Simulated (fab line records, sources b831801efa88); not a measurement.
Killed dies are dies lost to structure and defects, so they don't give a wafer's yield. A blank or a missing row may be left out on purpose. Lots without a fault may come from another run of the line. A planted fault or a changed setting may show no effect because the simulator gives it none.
A struck lot beside a sound one | flow sky130 | 24 steps out of a route of 708
Sound: wafers L706.3, L706.4, L706.6. Struck: wafers L717.1, L717.4, L717.6. The cause comes at the end.
At each step with rows: each side's tool, then ch and its chambers, then its first start. Under that, the readings that differ: sound wafers | struck wafers | difference of the means | sigmas: that difference in standard deviations of wafers without a fault.
alike: readings whose means differ by less than 2 such deviations, and words and numbers that are the same on both sides. not compared: withheld readings, readings that some wafer has no value for, bounds like >300 that may hide the same value, and numbers for which the record gives no deviation and whose values overlap.
The two part at a step that has a row with sigmas, a row that says differs or no value, or rows on one side only. Numbers that don't overlap but have no deviation are shown without sigmas and don't part them. A reading that every wafer of one side lacks parts them only if that side has two wafers or more.

first, 4 steps without rows for these wafers: SKY_CAPM_SOFTBAKE_08 (time 60 s); SKY_CAPM_EXPOSE_09 (exposes mask CAPM, target cd 1000 nm); SKY_CAPM_PEB_10; SKY_CAPM_DEVELOP_11 (develop time 60 s).
SKY_CAPM_OVL_MEAS_12:
  sound on overlay-02, day 38 16:41; struck on overlay-01, day 42 09:49
  alike: CAPM_OVL
SKY_CAPM_METAL_ETCH_13: etches TiN in Cl2/BCl3, stops on SiO2, target depth 220 nm, time 62.9 s.
  sound on rie_metal-02 ch 0,1, day 38 16:44; struck on rie_metal-02 ch 0, day 42 09:51
  alike: chamber_pressure_mTorr, drypump_motor_current_A, oes_product_au, throttle_valve_pct
  not compared: rf_hours_counter_h
SKY_CAPM_STRIP_14: strips in O2/N2.
  sound on plasma_asher-02 ch 0,1, day 38 16:49; struck on plasma_asher-01 ch 1, day 42 09:55
  alike: chamber_pressure_mTorr, drypump_motor_current_A, n2_flow_sccm, oes_product_au, strip_time_to_endpoint_s
  not compared: rf_hours_counter_h
then, 5 steps without rows for these wafers: SKY_CAPM_STRIP_15 (strips in post etch residue remover, time 1200 s); SKY_CAPM_CLEAN_16 (cleans in IPA, time 180 s); SKY_CAPM_CLEAN_17 (cleans in O3/DIW); SKY_METAL3_DEHYDRATE_05 (time 60 s); SKY_METAL3_HMDS_06 (prime time 60 s).
SKY_METAL3_COAT_07: resist thk 60 nm.
  sound on litho_track-03 ch 0, day 39 04:53; struck on litho_track-03 ch 0, day 42 21:44
  alike: exhaust_pa
then, 5 steps without rows for these wafers: SKY_METAL3_COAT_08 (resist thk 1140 nm); SKY_METAL3_SOFTBAKE_09 (time 90 s); SKY_METAL3_EXPOSE_10 (exposes mask MM3, target cd 300 nm); SKY_METAL3_PEB_11; SKY_METAL3_DEVELOP_12 (develop time 60 s).
SKY_METAL3_CD_MEAS_13: target cd 300 nm.
  sound on cd_sem-01, day 39 17:33; struck on cd_sem-02, day 43 09:16
  alike: cd_nm
SKY_METAL3_OVL_MEAS_14:
  sound on overlay-02, day 39 17:38; struck on overlay-02, day 43 09:23
  alike: METAL3_OVL
SKY_METAL3_DESCUM_15: chemistry O2, time 8 s.
  sound on rie_metal-02 ch 0, day 39 17:41; struck on rie_metal-02 ch 0,1, day 43 09:25
  alike: chamber_pressure_mTorr, drypump_motor_current_A, oes_product_au
  not compared: rf_hours_counter_h
SKY_METAL3_ETCH_16: etches BARC in N2/H2, stops on SiO2, time 88.2 s, target depth 60 nm.
  sound on rie_metal-02 ch 0, day 39 17:48; struck on rie_metal-02 ch 0,1, day 43 09:28
  reading                  | sound                | struck               | difference | sigmas
  throttle_valve_pct (%)   | 13.182 13.184 13.211 | 13.222 13.210 13.224 | +0.026     | +3
  model.etch.depth_nm (nm) | 60.4 60.36 60.32     | 61.39 61.47 61.34    | +1.04      |
  alike: chamber_pressure_mTorr, drypump_motor_current_A, n2_flow_sccm, oes_product_au
  not compared: rf_hours_counter_h
SKY_METAL3_ETCH_17: etches SiO2 in C4F8/O2/Ar, stops on TiN, time 3.9 s, target depth 15 nm.
  sound on rie_diel-03 ch 1,2,3, day 39 17:56; struck on rie_diel-01 ch 1,2,3, day 43 09:35
  alike: chamber_pressure_mTorr, oes_product_au
  not compared: rf_hours_counter_h
-- the record jumps here: 6 days lie between the struck wafers' starts before and after (it left off in module METAL3 and takes up again in module PAD_OPEN, whose first step shown is number 708 of the route) --
SKY_PAD_OPEN_PROBE_99:
  the record has rows for the struck wafers here (prober-02, day 49 16:44) and none for the sound ones

WHERE THEY PART
First at SKY_METAL3_ETCH_16; last, within this record, at SKY_PAD_OPEN_PROBE_99.

WHY: what the simulator had put in
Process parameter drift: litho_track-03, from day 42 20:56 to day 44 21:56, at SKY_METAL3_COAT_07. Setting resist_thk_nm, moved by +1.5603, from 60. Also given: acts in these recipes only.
